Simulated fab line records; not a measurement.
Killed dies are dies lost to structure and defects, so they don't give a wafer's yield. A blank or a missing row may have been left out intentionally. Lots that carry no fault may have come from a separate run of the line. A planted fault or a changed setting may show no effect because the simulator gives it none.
fab line records	flow sky130
record: lots: 12	wafers: 36	last_day: 50
route steps=708 shown FIELD_ISO@1 DNWELL@43 VT_ADJUST_PCH@153 PAD_OPEN@708
lots with no fault: from the same line, run without faults
start_h: start of the lot's first displayed wafer, in hours after the record's first day	wait_h: hours from the lot's prior step to this one	" same as the row above	L1.1+2: a single row standing in for several wafers	- either no value or no given start	* or withheld: withheld	< > ~ a bound
route shown NAME@n: NAME is a module with steps in the file, n the number in the route of the first one	usual: mean/standard deviation taken from wafers without a fault	same: alike in all rows	chamber/n: place in a boat	sites: readings site by site	_std_site: standard deviation across them	_edge_site: outer sites' mean less inner sites'	radius_mm: for every site, how far away it sits from the centre of the wafer	mask NAME#n: copy n	behind: the tool/chamber that last shaped the wafer	hold: the reason the lot was held/the length of the hold in hours/how it ended	device: names the non-switching transistor (n, p or np)	end of line: the route-end tests of the same wafers	step lacking rows: just its recipe	killed: at the first sort, the dies lost to defects and structure; wafer yield is something else	map: the dies of a wafer, with x for killed, . for not killed, _ for no die there
set.NAME: the run value of the setting; set.NAME@STEP: its run value at that earlier step	model.NAME: the simulator's own value behind a step, which no gauge read
route steps across a sampled set of lots; one table per step, one row per wafer
services: when a tool's chamber went out of use (start_h, in hours from the record's first day, below 0 if earlier), for how many hours, and the reason
== steps ==
step: SKY_FIELD_ISO_BOW_MEAS_00
recipe: mode: bow
usual: INCOMING_BOW: 0/6.2
lot.wafer	tool	chamber	start_h	wait_h	INCOMING_BOW[um]
L971.2	film_metro-01	-	10.02	-	7
L971.5	"	-	"	"	-6
L971.6	"	-	"	"	-5
L973.3	film_metro-04	-	20.04	-	-1
L973.4	"	-	"	"	6
L973.5	"	-	"	"	-1
L975.4	film_metro-04	-	30.06	-	6
L975.5	"	-	"	"	-2
L975.6	"	-	"	"	4
L976.1	film_metro-04	-	35.00	-	5
L976.3	"	-	"	"	7
L976.5	"	-	"	"	-6
L980.3	film_metro-02	-	55.04	-	-13
L980.5	"	-	"	"	-4
L980.6	"	-	"	"	-5
L981.1	film_metro-01	-	60.00	-	10
L981.5	"	-	"	"	-2
L981.6	"	-	"	"	-6
L983.1	film_metro-01	-	70.00	-	7
L983.3	"	-	"	"	-4
L983.6	"	-	"	"	-16
L984.1	film_metro-04	-	75.00	-	6
L984.2	"	-	"	"	6
L984.4	"	-	"	"	-3
L985.1	film_metro-04	-	80.00	-	0
L985.3	"	-	"	"	-4
L985.5	"	-	"	"	8
L991.3	film_metro-01	-	110.04	-	-2
L991.5	"	-	"	"	-10
L991.6	"	-	"	"	2
L992.2	film_metro-02	-	115.02	-	-2
L992.4	"	-	"	"	4
L992.6	"	-	"	"	-1
L993.1	film_metro-02	-	120.00	-	15
L993.3	"	-	"	"	5
L993.4	"	-	"	"	3
step: SKY_FIELD_ISO_ETCH_15
recipe: chemistry: CHF3/O2	target_depth_nm: 180	stop_on: Si	source_w: 600	bias_w: 200	pressure_mtorr: 40	chf3_flow_sccm: 50	O2_flow_sccm: 5	time_s: 72
usual: drypump_motor_current_A: 5.6/0.45	oes_product_au: 0.944/0.0063	throttle_valve_pct: 8.844/0.0098
lot.wafer	tool	chamber	start_h	wait_h	drypump_motor_current_A	oes_product_au	rf_hours_counter_h	throttle_valve_pct
L971.2	rie_diel-04	2	29.92	0.0	5.5	0.936	119	8.858
L971.5	"	1	"	"	4.7	0.944	-	8.853
L971.6	"	2	"	"	5.5	0.946	-	8.844
L973.3	rie_diel-04	3	39.67	0.0	5.3	0.946	1	8.844
L973.4	"	2	"	"	5.5	0.958	119	8.851
L973.5	"	2	"	"	5.5	0.960	-	8.865
L975.4	rie_diel-02	1	50.11	0.0	5.5	0.941	1	8.842
L975.5	"	3	"	"	5.9	0.948	-	8.842
L975.6	"	2	"	"	5.7	0.945	-	8.833
L976.1	rie_diel-04	2	54.22	0.0	5.5	0.942	120	8.833
L976.3	"	3	"	"	5.2	0.936	1	8.836
L976.5	"	2	"	"	5.5	0.940	-	8.847
L980.3	rie_diel-04	0	75.39	0.0	6.3	0.940	121	8.831
L980.5	"	3	"	"	5.3	0.937	-	8.844
L980.6	"	0	"	"	6.2	0.942	-	8.841
L981.1	rie_diel-04	2	83.27	0.0	5.5	0.935	120	8.843
L981.5	"	1	"	"	4.7	0.940	-	8.848
L981.6	"	2	"	"	5.5	0.939	-	8.858
L983.1	rie_diel-04	1	96.99	0.0	4.8	0.942	48	8.839
L983.3	"	3	"	"	5.3	0.892	2	8.834
L983.6	"	0	"	"	6.3	0.944	-	8.854
L984.1	rie_diel-04	1	101.82	0.0	4.8	0.945	48	8.861
L984.2	"	0	"	"	6.3	0.935	121	8.836
L984.4	"	3	"	"	5.3	0.898	2	8.845
L985.1	rie_diel-04	2	103.71	0.0	5.5	0.949	121	8.870
L985.3	"	3	"	"	5.3	0.896	2	8.817
L985.5	"	1	"	"	4.7	0.942	-	8.856
L991.3	rie_diel-01	3	132.84	0.0	5.9	0.950	1	8.855
L991.5	"	1	"	"	5.8	0.954	-	8.844
L991.6	"	0	"	"	5.3	0.944	-	8.831
L992.2	rie_diel-02	3	138.47	0.0	5.9	0.936	7	8.857
L992.4	"	1	"	"	5.5	0.951	2	8.841
L992.6	"	2	"	"	5.7	0.950	-	8.831
L993.1	rie_diel-01	0	143.59	0.0	5.3	0.943	97	8.841
L993.3	"	1	"	"	5.8	0.948	146	8.846
L993.4	"	2	"	"	6.2	0.942	16	8.854
step: SKY_FIELD_ISO_STRIP_16
recipe: chemistry: O2/N2	power_w: 1400	pressure_mtorr: 1500	platen_temp_c: withheld	o2_flow_sccm: 3000	n2_flow_sccm: 300	overash_fraction: 0.5
usual: drypump_motor_current_A: 5.5/0.47	oes_product_au: 0.379/0.0047	strip_time_to_endpoint_s: 3.57/0.033
lot.wafer	tool	chamber	start_h	wait_h	drypump_motor_current_A	oes_product_au	rf_hours_counter_h	strip_time_to_endpoint_s
L971.2	plasma_asher-01	0	29.98	0.0	5.2	0.381	33	3.60
L971.5	"	0	"	"	5.2	0.380	-	3.54
L971.6	"	1	"	"	5.5	0.378	-	3.58
L973.3	plasma_asher-01	0	39.76	0.1	5.2	0.379	-	3.64
L973.4	"	1	"	"	5.4	0.378	-	3.59
L973.5	"	0	"	"	5.2	0.377	-	3.64
L975.4	plasma_asher-03	1	50.20	0.1	5.4	0.376	-	3.53
L975.5	"	1	"	"	5.4	0.382	-	3.53
L975.6	"	0	"	"	6.5	0.382	-	3.57
L976.1	plasma_asher-03	1	54.28	0.0	5.4	0.381	38	3.55
L976.3	"	0	"	"	6.4	0.381	-	3.62
L976.5	"	1	"	"	5.4	0.381	-	3.59
L980.3	plasma_asher-03	0	75.48	0.1	6.4	0.373	-	3.59
L980.5	"	1	"	"	5.4	0.380	-	3.66
L980.6	"	0	"	"	6.4	0.377	-	3.57
L981.1	plasma_asher-01	0	83.33	0.0	5.2	0.379	39	3.57
L981.5	"	1	"	"	5.5	0.383	-	3.56
L981.6	"	0	"	"	5.2	0.375	-	3.58
L983.1	plasma_asher-03	0	97.04	0.0	6.4	0.378	41	3.55
L983.3	"	0	"	"	6.5	0.394	-	3.82
L983.6	"	0	"	"	6.5	0.376	-	3.56
L984.1	plasma_asher-01	0	101.88	0.0	5.2	0.376	41	3.54
L984.2	"	1	"	"	5.4	0.380	41	3.53
L984.4	"	1	"	"	5.4	0.393	-	3.86
L985.1	plasma_asher-02	0	103.77	0.0	4.9	0.379	31	3.59
L985.3	"	1	"	"	5.6	0.403	-	3.83
L985.5	"	1	"	"	5.6	0.388	-	3.57
L991.3	plasma_asher-03	1	132.93	0.1	5.4	0.377	-	3.61
L991.5	"	0	"	"	6.5	0.377	-	3.59
L991.6	"	1	"	"	5.4	0.382	-	3.59
L992.2	plasma_asher-03	0	138.53	0.0	6.4	0.379	45	3.54
L992.4	"	1	"	"	5.4	0.377	-	3.57
L992.6	"	0	"	"	6.4	0.373	-	3.57
L993.1	plasma_asher-01	1	143.64	0.0	5.4	0.375	45	3.51
L993.3	"	1	"	"	5.4	0.373	-	3.54
L993.4	"	0	"	"	5.2	0.388	-	3.54
step: SKY_DNWELL_STRIP_08
recipe: chemistry: O2/N2	power_w: 1400	pressure_mtorr: 1500	platen_temp_c: withheld	o2_flow_sccm: 3000	n2_flow_sccm: 300	overash_fraction: 0.5
usual: drypump_motor_current_A: 5.6/0.39	oes_product_au: 0.723/0.0045	strip_time_to_endpoint_s: 36.88/0.1
lot.wafer	tool	chamber	start_h	wait_h	drypump_motor_current_A	oes_product_au	rf_hours_counter_h	strip_time_to_endpoint_s
L971.2	plasma_asher-01	1	53.86	0.1	5.5	0.729	36	36.94
L971.5	"	0	"	"	5.2	0.719	-	36.80
L971.6	"	1	"	"	5.5	0.719	-	37.04
L973.3	plasma_asher-01	1	62.64	0.1	5.5	0.720	-	36.72
L973.4	"	0	"	"	5.2	0.724	-	36.73
L973.5	"	1	"	"	5.5	0.723	-	36.68
L975.4	plasma_asher-01	1	74.64	0.1	5.5	0.723	-	36.87
L975.5	"	1	"	"	5.5	0.721	-	36.87
L975.6	"	0	"	"	5.2	0.715	-	36.89
L976.1	plasma_asher-01	1	84.25	0.1	5.5	0.720	39	36.70
L976.3	"	0	"	"	5.2	0.726	-	36.73
L976.5	"	1	"	"	5.5	0.724	-	36.83
L980.3	plasma_asher-03	1	102.79	0.1	5.4	0.718	-	37.02
L980.5	"	0	"	"	6.4	0.721	-	36.88
L980.6	"	1	"	"	5.4	0.728	-	36.92
L981.1	plasma_asher-04	1	107.76	0.1	5.8	0.723	40	36.88
L981.5	"	0	"	"	5.6	0.722	-	36.91
L981.6	"	1	"	"	5.8	0.715	-	36.92
L983.1	plasma_asher-03	0	121.40	0.1	6.4	0.723	43	37.01
L983.3	"	0	"	"	6.4	0.724	-	36.93
L983.6	"	0	"	"	6.4	0.724	-	36.87
L984.1	plasma_asher-01	0	129.56	0.1	5.2	0.725	44	36.98
L984.2	"	1	"	"	5.5	0.724	44	36.94
L985.1	plasma_asher-03	1	129.60	0.1	5.4	0.715	44	36.82
L985.5	"	1	"	"	5.4	0.723	-	36.69
L991.3	plasma_asher-03	1	160.69	0.1	5.4	0.709	-	36.94
L991.5	"	0	"	"	6.5	0.724	-	36.99
L991.6	"	1	"	"	5.4	0.716	-	37.02
L992.2	plasma_asher-04	0	165.11	0.1	5.6	0.730	4	36.90
L992.4	"	1	"	"	5.9	0.728	-	36.83
L992.6	"	1	"	"	5.8	0.727	-	36.75
L993.1	plasma_asher-04	0	170.21	0.1	5.6	0.723	5	37.03
L993.3	"	1	"	"	5.8	0.719	-	36.87
L993.4	"	0	"	"	5.6	0.733	-	36.81
step: SKY_VT_ADJUST_PCH_TW_MEAS_10
usual: VT_ADJUST_PCH_TW: 144.2/1.2
lot.wafer	tool	chamber	start_h	wait_h	VT_ADJUST_PCH_TW
L971.2	film_metro-02	-	226.05	0.1	143.3
L971.5	"	-	"	"	143.5
L971.6	"	-	"	"	144.3
L973.3	film_metro-03	-	239.46	0.1	144.7
L973.4	"	-	"	"	145.2
L973.5	"	-	"	"	144.2
L975.4	film_metro-03	-	257.47	0.1	144.8
L975.5	"	-	"	"	144.4
L975.6	"	-	"	"	144.3
L976.1	film_metro-01	-	271.74	0.1	141.5
L976.3	"	-	"	"	142.6
L976.5	"	-	"	"	142.1
L980.3	film_metro-02	-	297.41	0.1	143.7
L980.5	"	-	"	"	144.4
L980.6	"	-	"	"	144.1
L981.1	film_metro-02	-	305.89	0.1	144.7
L981.5	"	-	"	"	144.5
L981.6	"	-	"	"	144.1
L983.1	film_metro-01	-	325.13	0.1	142.3
L983.3	"	-	"	"	141.5
L983.6	"	-	"	"	142.6
L984.1	film_metro-03	-	334.89	0.1	144.5
L984.2	"	-	"	"	145.6
L985.1	film_metro-03	-	337.66	0.1	145.6
L985.5	"	-	"	"	146.0
L991.3	film_metro-01	-	384.91	0.1	142.6
L991.5	"	-	"	"	143.3
L991.6	"	-	"	"	142.3
L992.2	film_metro-02	-	385.00	0.1	144.3
L992.4	"	-	"	"	144.8
L992.6	"	-	"	"	144.2
L993.1	film_metro-02	-	392.24	0.1	143.9
L993.3	"	-	"	"	144.8
L993.4	"	-	"	"	144.3
step: SKY_PAD_OPEN_PROBE_99
usual: killed_at_M0_to_M3: 42/7.1	killed_at_M4_up: 3.3/1.9	killed_at_contacts: 24/5	killed_at_front_end: 15/4.7	killed_at_other: 0.3/0.61	killed_dies: 86/9.6	killed_on_rim: 17/3.8	killed_open: 47/7.5	killed_short: 38/6.6
same: gross_dies: 492	killed_at_back_side: 0
lot.wafer	tool	chamber	start_h	wait_h	killed_at_M0_to_M3	killed_at_M4_up	killed_at_contacts	killed_at_front_end	killed_at_other	killed_dies	killed_on_rim	killed_open	killed_short
L983.1	prober-02	-	1151.02	0.1	44	5	27	13	0	89	14	43	46
L983.3	prober-02	-	1151.12	0.2	35	1	30	90	1	157	15	51	36
L983.6	prober-02	-	1151.27	0.2	39	3	34	24	0	100	20	54	46
L984.1	prober-01	-	1157.05	0.1	38	7	14	15	0	74	16	47	25
L984.2	prober-01	-	1157.10	0.1	37	3	18	15	0	73	17	38	34
L984.4	prober-01	-	1157.20	0.2	33	3	21	398	0	455	68	41	35
L985.1	prober-02	-	1162.57	0.1	38	4	38	15	0	95	22	57	38
L985.3	prober-02	-	1162.67	0.2	38	1	34	327	0	400	54	61	34
L985.5	prober-02	-	1162.77	0.2	55	3	27	15	1	101	18	57	44
killed by level:class
L983.1 CONTACT:geometric_particle:open=11 VIA1:geometric_particle:open=11 LI_CONTACT:geometric_particle:open=7 FIELD_ISO:geometric_particle:short=6 METAL2:geometric_particle:short=6 VIA3:geometric_particle:open=6 LOCAL_INTERCONNECT:geometric_particle:short=5 METAL1:geometric_particle:short=5
L983.3 FIELD_ISO:area_etch=70 CONTACT:geometric_particle:open=13 VIA2:geometric_particle:open=8 VIA1:geometric_particle:open=8 CONTACT:geometric_particle:short=7 FIELD_ISO:geometric_particle:open=6 SPACER:geometric_particle:open=5 LI_CONTACT:geometric_particle:open=5
L983.6 LI_CONTACT:geometric_particle:open=12 CONTACT:geometric_particle:open=12 CONTACT:geometric_particle:short=8 FIELD_ISO:geometric_particle:open=6 FIELD_ISO:geometric_particle:short=6 POLY_GATE:geometric_particle:open=6 METAL2:geometric_particle:short=6 METAL1:geometric_particle:short=5
L984.1 VIA1:geometric_particle:open=13 VIA2:geometric_particle:open=9 LI_CONTACT:geometric_particle:open=7 FIELD_ISO:geometric_particle:short=5 FIELD_ISO:geometric_particle:open=4 POLY_GATE:geometric_particle:open=4 METAL4:geometric_particle:short=3 CONTACT:geometric_particle:short=3
L984.2 METAL1:geometric_particle:short=9 LI_CONTACT:geometric_particle:open=8 VIA1:geometric_particle:open=8 VIA2:geometric_particle:open=7 CONTACT:geometric_particle:open=5 FIELD_ISO:geometric_particle:short=4 POLY_GATE:geometric_particle:open=4 FIELD_ISO:geometric_particle:open=3
L984.4 FIELD_ISO:area_etch=378 LI_CONTACT:geometric_particle:open=10 FIELD_ISO:geometric_particle:short=7 VIA2:geometric_particle:open=7 VIA1:geometric_particle:open=6 FIELD_ISO:geometric_particle:open=5 LI_CONTACT:geometric_particle:short=5 METAL1:geometric_particle:short=4
L985.1 CONTACT:geometric_particle:open=16 LI_CONTACT:geometric_particle:open=10 VIA1:geometric_particle:open=10 CONTACT:geometric_particle:short=6 VIA3:geometric_particle:open=6 METAL1:geometric_particle:short=5 METAL2:geometric_particle:short=4 VIA2:geometric_particle:open=4
L985.3 FIELD_ISO:area_etch=304 CONTACT:geometric_particle:open=14 VIA1:geometric_particle:open=12 LI_CONTACT:geometric_particle:open=9 LI_CONTACT:geometric_particle:short=7 FIELD_ISO:geometric_particle:open=6 POLY_GATE:geometric_particle:short=6 VIA2:geometric_particle:open=6
L985.5 VIA1:geometric_particle:open=16 LI_CONTACT:geometric_particle:open=10 METAL2:geometric_particle:short=8 FIELD_ISO:geometric_particle:short=7 CONTACT:geometric_particle:open=7 VIA3:geometric_particle:open=7 VIA2:geometric_particle:open=6 METAL1:geometric_particle:short=5
== services ==
tool	chamber	start_h	hours	kind
plasma_asher-04	-	13.44	0.3	repair
rie_diel-04	0	24.74	6.6	repair
rie_diel-02	-	35.41	0.9	repair
rie_diel-01	3	45.96	61.3	repair
plasma_asher-01	-	76.29	4.3	pm
plasma_asher-03	-	78.19	18.8	pm
rie_diel-01	0	78.79	21.6	repair
rie_diel-04	3	79.64	9.3	repair
rie_diel-04	2	86.14	2.6	repair
rie_diel-01	1	94.53	3.9	repair
plasma_asher-04	-	108.75	9.0	pm
plasma_asher-04	0	108.75	9.0	vent_cycle
plasma_asher-04	1	108.75	9.0	vent_cycle
plasma_asher-04	0	117.75	-	clean
plasma_asher-04	1	117.75	-	clean
plasma_asher-01	-	135.99	4.5	repair
rie_diel-02	3	165.51	5.2	repair
rie_diel-02	-	165.66	0.4	repair
== key ==
first_sign: step: SKY_FIELD_ISO_ETCH_15	reading: oes_product_au	direction: down	sigmas: 7.7	usual: 0.944	struck: 0.895
effect: step: SKY_FIELD_ISO_STRIP_16	reading: strip_time_to_endpoint_s	direction: up	sigmas: 8	usual: *	struck: *
effect: step: SKY_PAD_OPEN_PROBE_99	reading: killed_at_front_end	direction: up	sigmas: 54	usual: 15	struck: 272
more_kills_born_at: SKY_FIELD_ISO_ETCH_15@rie_diel-04: 752
met_at SKY_FIELD_ISO_ETCH_15
struck_lots L983,L984,L985
struck_wafers L983.3,L984.4,L985.3
later_rows_left_out L984.4,L985.3
tester_left_out L983,L984,L985
not_acting_at SKY_FIELD_ISO_BOW_MEAS_00,SKY_DNWELL_STRIP_08,SKY_VT_ADJUST_PCH_TW_MEAS_10
onset_between 83.27 96.99
fault: kind: process_parameter_drift	tool: rie_diel-04	chamber: -	onset_h: 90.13	steps: SKY_FIELD_ISO_ETCH_15	channel: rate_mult	offset: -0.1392	shape: step	end_h: 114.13	scope: struck_wafers_only
tester_left_out: of these lots the tester's yield and bins aren't shown, on N5 and GAA mostly nor the transistor test; their killed dies are dies lost to structure and defects alone, not to doping, threshold or leakage, so they don't give the yield
later_rows_left_out: the simulator's readings of these wafers behind a module that went badly wrong aren't trusted and aren't shown, but for the sort
